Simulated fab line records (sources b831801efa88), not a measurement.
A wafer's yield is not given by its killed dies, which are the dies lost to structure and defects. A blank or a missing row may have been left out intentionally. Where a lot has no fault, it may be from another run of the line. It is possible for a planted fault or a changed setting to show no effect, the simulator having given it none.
Chamber matching / flow gf180mcu / cmp-02 running GF_V5_CMP_26: 4 sister chambers
The step polishes, stops on SiO2, t overpolish 15 s, target thk 0 nm. 14 wafers are shown with their chamber, then 7 later ones without.

== EACH WAFER AND ITS CHAMBER ==
wafer=L465.1; chamber=2; motorCurrentA (A)=11.3; timeToEndpointS (s)=80; overpolishRunS (s)=15.001
wafer=L465.2; chamber=0; motorCurrentA (A)=9.6; timeToEndpointS (s)=79; overpolishRunS (s)=14.997
wafer=L465.5; chamber=0; motorCurrentA (A)=9.5; timeToEndpointS (s)=79; overpolishRunS (s)=14.976
wafer=L471.2; chamber=1; motorCurrentA (A)=10.7; timeToEndpointS (s)=85; overpolishRunS (s)=15.002
wafer=L471.5; chamber=3; motorCurrentA (A)=10.3; timeToEndpointS (s)=81; overpolishRunS (s)=15.003
wafer=L471.6; chamber=2; motorCurrentA (A)=11.2; timeToEndpointS (s)=89; overpolishRunS (s)=15.009
wafer=L472.3; chamber=0; motorCurrentA (A)=9.1; timeToEndpointS (s)=85; overpolishRunS (s)=15.008
wafer=L472.4; chamber=2; motorCurrentA (A)=11.1; timeToEndpointS (s)=86; overpolishRunS (s)=15.009
wafer=L472.5; chamber=0; motorCurrentA (A)=8.9; timeToEndpointS (s)=86; overpolishRunS (s)=15.005
wafer=L474.2; chamber=3; motorCurrentA (A)=9.9; timeToEndpointS (s)=80; overpolishRunS (s)=14.992
wafer=L474.3; chamber=1; motorCurrentA (A)=11.3; timeToEndpointS (s)=81; overpolishRunS (s)=14.992
wafer=L474.4; chamber=2; motorCurrentA (A)=11.2; timeToEndpointS (s)=82; overpolishRunS (s)=15.018
wafer=L480.2; chamber=0; motorCurrentA (A)=8.9; timeToEndpointS (s)=82; overpolishRunS (s)=15.011
wafer=L480.4; chamber=1; motorCurrentA (A)=11.3; timeToEndpointS (s)=85; overpolishRunS (s)=15.009

SIGNATURES, as means of the wafers listed above
reading=motorCurrentA; chamber 0=9.200; chamber 1=11.100; chamber 2=11.200; chamber 3=10.100; scatter within a chamber=0.279
reading=timeToEndpointS; chamber 0=82.20; chamber 1=83.67; chamber 2=84.25; chamber 3=80.50; scatter within a chamber=3.2
reading=overpolishRunS; chamber 0=14.99940; chamber 1=15.00100; chamber 2=15.00925; chamber 3=14.99750; scatter within a chamber=0.0107
Rule: distance of a wafer from a chamber = root of the sum over the readings of ((wafer's reading minus chamber's mean) / reading's scatter) squared. The wafer belongs to the nearest chamber; if the next one is less than 2 further off, it can't be placed. How the scatter is found: for the shown wafers, subtract from each reading the mean of its chamber, square and add these, divide the total by (wafers less chambers), then take the root.

== WAFERS WHOSE CHAMBER IS MISSING ==
wafer=L480.6; motorCurrentA (A)=9.8; timeToEndpointS (s)=82; overpolishRunS (s)=15.002
wafer=L481.1; motorCurrentA (A)=10.2; timeToEndpointS (s)=80; overpolishRunS (s)=14.997
wafer=L481.3; motorCurrentA (A)=11.7; timeToEndpointS (s)=79; overpolishRunS (s)=14.993
wafer=L481.4; motorCurrentA (A)=11.0; timeToEndpointS (s)=84; overpolishRunS (s)=15.007
wafer=L484.1; motorCurrentA (A)=11.2; timeToEndpointS (s)=89; overpolishRunS (s)=15.010
wafer=L484.3; motorCurrentA (A)=9.1; timeToEndpointS (s)=88; overpolishRunS (s)=15.001
wafer=L484.5; motorCurrentA (A)=11.0; timeToEndpointS (s)=85; overpolishRunS (s)=14.997

== WHICH CHAMBER EACH WENT THROUGH ==
wafer=L480.6; from the rows above=can't be placed: 3 or 0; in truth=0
wafer=L481.1; from the rows above=3; in truth=3
wafer=L481.3; from the rows above=can't be placed: 1 or 2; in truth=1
wafer=L481.4; from the rows above=can't be placed: 1 or 2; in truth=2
wafer=L484.1; from the rows above=can't be placed: 2 or 1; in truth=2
wafer=L484.3; from the rows above=0; in truth=0
wafer=L484.5; from the rows above=can't be placed: 1 or 2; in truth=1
Correct placement for 2 of the 7. Unplaceable from these rows: 5, with the true chamber sitting among the candidates in 5. Number placed wrongly: 0.
